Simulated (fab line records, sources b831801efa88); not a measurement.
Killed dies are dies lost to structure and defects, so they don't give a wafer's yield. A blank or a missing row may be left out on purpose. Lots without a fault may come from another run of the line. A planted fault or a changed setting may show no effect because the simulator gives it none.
Chamber matching | flow gf180mcu | GF_V3_CMP_04 on cmp-01: 4 sister chambers
The step polishes SiO2. 16 wafers are shown with their chamber, then 8 later ones without.

WAFERS WITH THEIR CHAMBER
wafer  | chamber | motor_current_A (A) | time_to_endpoint_s (s) | retaining_ring_pressure_frac
L353.1 | 1       | 11.9                | 84                     | 1.002
L353.4 | 0       | 14.0                | 85                     | 1.003
L353.6 | 1       | 11.2                | 93                     | 0.993
L354.1 | 3       | 15.8                | 79                     | 0.994
L354.5 | 0       | 14.3                | 87                     | 1.005
L354.6 | 1       | 11.2                | 83                     | 0.998
L355.1 | 0       | 13.9                | 73                     | 0.991
L355.4 | 3       | 14.8                | 83                     | 0.995
L355.5 | 3       | 15.0                | 77                     | 1.000
L363.3 | 3       | 15.4                | 79                     | 0.999
L363.4 | 0       | 14.0                | 83                     | 0.997
L363.6 | 3       | 16.2                | 87                     | 1.001
L365.1 | 3       | 15.6                | 76                     | 1.006
L365.3 | 2       | 11.4                | 75                     | 1.003
L365.4 | 1       | 11.8                | 79                     | 0.996
L366.1 | 3       | 15.2                | 79                     | 1.004

SIGNATURES (means of the wafers above)
reading                      | chamber 0 | chamber 1 | chamber 2 | chamber 3 | scatter within a chamber
motor_current_A              | 14.050    | 11.525    | 11.400    | 15.429    | 0.399
time_to_endpoint_s           | 82.00     | 84.75     | 75.00     | 80.00     | 5.06
retaining_ring_pressure_frac | 0.99900   | 0.99725   | 1.00300   | 0.99986   | 0.00481
Rule: a wafer's distance from a chamber is the root of the sum, over the readings, of the square of ((its reading less the chamber's mean) divided by the reading's scatter). The wafer belongs to the nearest chamber; if the next one is less than 2 further off, it can't be placed. The scatter: the root of (the sum of the squares of (reading less its chamber's mean) over the shown wafers, divided by (wafers less chambers)).

WAFERS WITHOUT THEIR CHAMBER
wafer  | motor_current_A (A) | time_to_endpoint_s (s) | retaining_ring_pressure_frac
L366.3 | 14.3                | 71                     | 0.993
L366.4 | 11.8                | 91                     | 1.006
L373.2 | 11.3                | 83                     | 0.993
L373.3 | 13.9                | 84                     | 1.001
L373.4 | 15.5                | 91                     | 1.003
L374.1 | 14.3                | 75                     | 0.990
L374.3 | 11.2                | 78                     | 0.993
L374.6 | 14.1                | 85                     | 0.997

WHICH CHAMBER EACH WENT THROUGH
wafer  | from the rows above     | in truth
L366.3 | can't be placed: 0 or 3 | 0
L366.4 | can't be placed: 1 or 2 | 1
L373.2 | can't be placed: 1 or 2 | 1
L373.3 | 0                       | 0
L373.4 | can't be placed: 3 or 0 | 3
L374.1 | can't be placed: 0 or 3 | 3
L374.3 | can't be placed: 1 or 2 | 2
L374.6 | 0                       | 0
Placed correctly: 2 of 8. Can't be placed from these rows: 6 (the true chamber is among the candidates in 6). Placed wrongly: 0.
